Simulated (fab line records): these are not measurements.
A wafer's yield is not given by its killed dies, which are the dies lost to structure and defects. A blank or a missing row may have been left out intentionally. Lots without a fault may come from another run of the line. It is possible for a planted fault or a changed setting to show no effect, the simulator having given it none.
Split-lot study / flow gf180mcu / 23 wafers read from 5 lots, route of 602 steps

ABOUT THE SPLIT
At GF_MIM_COAT_14 (resist thk 1000 nm), the setting spinRpm was moved away from the recipe's 3000 rpm on 7 of the 23 wafers read, by -6.1% to +5.0%. For the rest of the wafers, this setting stayed at what the recipe calls for.

Between the split and the reading, the file records no step.

THE READING
NOVOLAK_of_MIM_COAT_14.thkNm (the simulator's own value, which no gauge read), in nm, at GF_MIM_METAL_ETCH_19 (etches the open film in Cl2/BCl3, stops on Si3N4, target depth 324.5 nm, time 54.1 s). The file gives no usual value for it. Here, 16 wafers ran the recipe; their average is 873.8 nm with a standard deviation of 4.4 nm.

wafer=L074.1; tool, chamber at the split=lithoTrack-01, 0; spinRpm as run, rpm=3000; against the recipe=recipe; NOVOLAK_of_MIM_COAT_14.thkNm, nm=874.6; against lot-mates on the recipe=-
wafer=L074.2; tool, chamber at the split=lithoTrack-01, 0; spinRpm as run, rpm=3000; against the recipe=recipe; NOVOLAK_of_MIM_COAT_14.thkNm, nm=882; against lot-mates on the recipe=-
wafer=L074.3; tool, chamber at the split=lithoTrack-01, 0; spinRpm as run, rpm=3000; against the recipe=recipe; NOVOLAK_of_MIM_COAT_14.thkNm, nm=873.1; against lot-mates on the recipe=-
wafer=L074.4; tool, chamber at the split=lithoTrack-01, 0; spinRpm as run, rpm=3000; against the recipe=recipe; NOVOLAK_of_MIM_COAT_14.thkNm, nm=879.3; against lot-mates on the recipe=-
wafer=L074.5; tool, chamber at the split=lithoTrack-01, 0; spinRpm as run, rpm=3000; against the recipe=recipe; NOVOLAK_of_MIM_COAT_14.thkNm, nm=881.9; against lot-mates on the recipe=-
wafer=L077.1; tool, chamber at the split=lithoTrack-03, 0; spinRpm as run, rpm=2818; against the recipe=-6.1%; NOVOLAK_of_MIM_COAT_14.thkNm, nm=907.1; against lot-mates on the recipe=+31.7
wafer=L077.2; tool, chamber at the split=lithoTrack-03, 0; spinRpm as run, rpm=3000; against the recipe=recipe; NOVOLAK_of_MIM_COAT_14.thkNm, nm=879.6; against lot-mates on the recipe=-
wafer=L077.4; tool, chamber at the split=lithoTrack-03, 0; spinRpm as run, rpm=3000; against the recipe=recipe; NOVOLAK_of_MIM_COAT_14.thkNm, nm=875.2; against lot-mates on the recipe=-
wafer=L077.5; tool, chamber at the split=lithoTrack-03, 0; spinRpm as run, rpm=2818; against the recipe=-6.1%; NOVOLAK_of_MIM_COAT_14.thkNm, nm=910.9; against lot-mates on the recipe=+35.5
wafer=L077.6; tool, chamber at the split=lithoTrack-03, 0; spinRpm as run, rpm=3000; against the recipe=recipe; NOVOLAK_of_MIM_COAT_14.thkNm, nm=871.5; against lot-mates on the recipe=-
wafer=L081.1; tool, chamber at the split=lithoTrack-03, 0; spinRpm as run, rpm=3000; against the recipe=recipe; NOVOLAK_of_MIM_COAT_14.thkNm, nm=867.8; against lot-mates on the recipe=-
wafer=L081.2; tool, chamber at the split=lithoTrack-03, 0; spinRpm as run, rpm=3000; against the recipe=recipe; NOVOLAK_of_MIM_COAT_14.thkNm, nm=871.2; against lot-mates on the recipe=-
wafer=L081.3; tool, chamber at the split=lithoTrack-03, 0; spinRpm as run, rpm=3151; against the recipe=+5.0%; NOVOLAK_of_MIM_COAT_14.thkNm, nm=840; against lot-mates on the recipe=-29.5
wafer=L081.5; tool, chamber at the split=lithoTrack-03, 0; spinRpm as run, rpm=3151; against the recipe=+5.0%; NOVOLAK_of_MIM_COAT_14.thkNm, nm=842.2; against lot-mates on the recipe=-27.3
wafer=L081.6; tool, chamber at the split=lithoTrack-03, 0; spinRpm as run, rpm=3151; against the recipe=+5.0%; NOVOLAK_of_MIM_COAT_14.thkNm, nm=840.5; against lot-mates on the recipe=-29.0
wafer=L082.2; tool, chamber at the split=lithoTrack-01, 0; spinRpm as run, rpm=3000; against the recipe=recipe; NOVOLAK_of_MIM_COAT_14.thkNm, nm=869.9; against lot-mates on the recipe=-
wafer=L082.3; tool, chamber at the split=lithoTrack-01, 0; spinRpm as run, rpm=3000; against the recipe=recipe; NOVOLAK_of_MIM_COAT_14.thkNm, nm=869.8; against lot-mates on the recipe=-
wafer=L082.5; tool, chamber at the split=lithoTrack-01, 0; spinRpm as run, rpm=3000; against the recipe=recipe; NOVOLAK_of_MIM_COAT_14.thkNm, nm=870; against lot-mates on the recipe=-
wafer=L084.1; tool, chamber at the split=lithoTrack-03, 0; spinRpm as run, rpm=3000; against the recipe=recipe; NOVOLAK_of_MIM_COAT_14.thkNm, nm=873; against lot-mates on the recipe=-
wafer=L084.2; tool, chamber at the split=lithoTrack-03, 0; spinRpm as run, rpm=2925; against the recipe=-2.5%; NOVOLAK_of_MIM_COAT_14.thkNm, nm=882.6; against lot-mates on the recipe=+10.9
wafer=L084.3; tool, chamber at the split=lithoTrack-03, 0; spinRpm as run, rpm=2925; against the recipe=-2.5%; NOVOLAK_of_MIM_COAT_14.thkNm, nm=888.4; against lot-mates on the recipe=+16.7
wafer=L084.4; tool, chamber at the split=lithoTrack-03, 0; spinRpm as run, rpm=3000; against the recipe=recipe; NOVOLAK_of_MIM_COAT_14.thkNm, nm=869.2; against lot-mates on the recipe=-
wafer=L084.5; tool, chamber at the split=lithoTrack-03, 0; spinRpm as run, rpm=3000; against the recipe=recipe; NOVOLAK_of_MIM_COAT_14.thkNm, nm=872.9; against lot-mates on the recipe=-

FIT RESULTS
A straight line over all 23 wafers: NOVOLAK_of_MIM_COAT_14.thkNm changes by -6.07 nm for each +1% of spinRpm; r = -0.97; the points scatter about the line by 4.2 nm.
The same after taking each lot's own level away (the mean of its wafers on the recipe; 23 wafers): -5.6 nm for each +1%; r = -0.99; scatter 2.6 nm.
The reading moves by 34 nm for the largest change in spinRpm, on that fit.
Across the lots, their own levels run from 869.50 to 878.18 nm, a range of 2.0 times the standard deviation given above.
Hence the lot-to-lot level has little effect on the slope; both slopes agree.
Check: for one of the wafers moved furthest among these (-6.1%), held out of the fit, the line's prediction against its lot-mates is +34.7 nm. Against them it came out at +31.7 nm.

FURTHER SPLITS ON THESE WAFERS
Other splits were also applied to these wafers ahead of the reading. Each is held against what the fit with the lots' levels taken away leaves over:
other split on the same wafers=GF_M4_SPUTTER_02 powerW; wafers away from the commonest value=7; r with NOVOLAK_of_MIM_COAT_14.thkNm (lot level and that fit taken away)=-0.14
other split on the same wafers=GF_M4_SOFTBAKE_10 tempC; wafers away from the commonest value=11; r with NOVOLAK_of_MIM_COAT_14.thkNm (lot level and that fit taken away)=+0.06
other split on the same wafers=GF_V4_CVD_00 sih4FlowSccm; wafers away from the commonest value=5; r with NOVOLAK_of_MIM_COAT_14.thkNm (lot level and that fit taken away)=+0.14
other split on the same wafers=GF_V4_COAT_09 resistThkNm; wafers away from the commonest value=11; r with NOVOLAK_of_MIM_COAT_14.thkNm (lot level and that fit taken away)=-0.12
other split on the same wafers=GF_V4_SPUTTER_21 chamberPressurePa; wafers away from the commonest value=15; r with NOVOLAK_of_MIM_COAT_14.thkNm (lot level and that fit taken away)=+0.02

THE WHOLE CHAIN: every reading that the file lists as answering this split, in the file's order
step=GF_MIM_COAT_14; what it does=resist thk 1000 nm; reading=NOVOLAK_of_MIM_COAT_14.thkNm (the simulator's own value, which no gauge read); change (the file's fit)=-5.21 nm for each +1% of the setting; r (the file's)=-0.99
step=GF_MIM_METAL_ETCH_19; what it does=etches the open film in Cl2/BCl3, stops on Si3N4, target depth 324.5 nm, time 54.1 s; reading=NOVOLAK_of_MIM_COAT_14.thkNm (the simulator's own value, which no gauge read); change (the file's fit)=-5.59 nm for each +1% of the setting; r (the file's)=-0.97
step=GF_MIM_STRIP_20; what it does=strips in O2/N2; reading=stripTimeToEndpointS; change (the file's fit)=withheld for each +1% of the setting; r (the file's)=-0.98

FILE'S OWN FIT
NOVOLAK_of_MIM_COAT_14.thkNm changes by -5.59 nm for each +1% of spinRpm, r = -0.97.
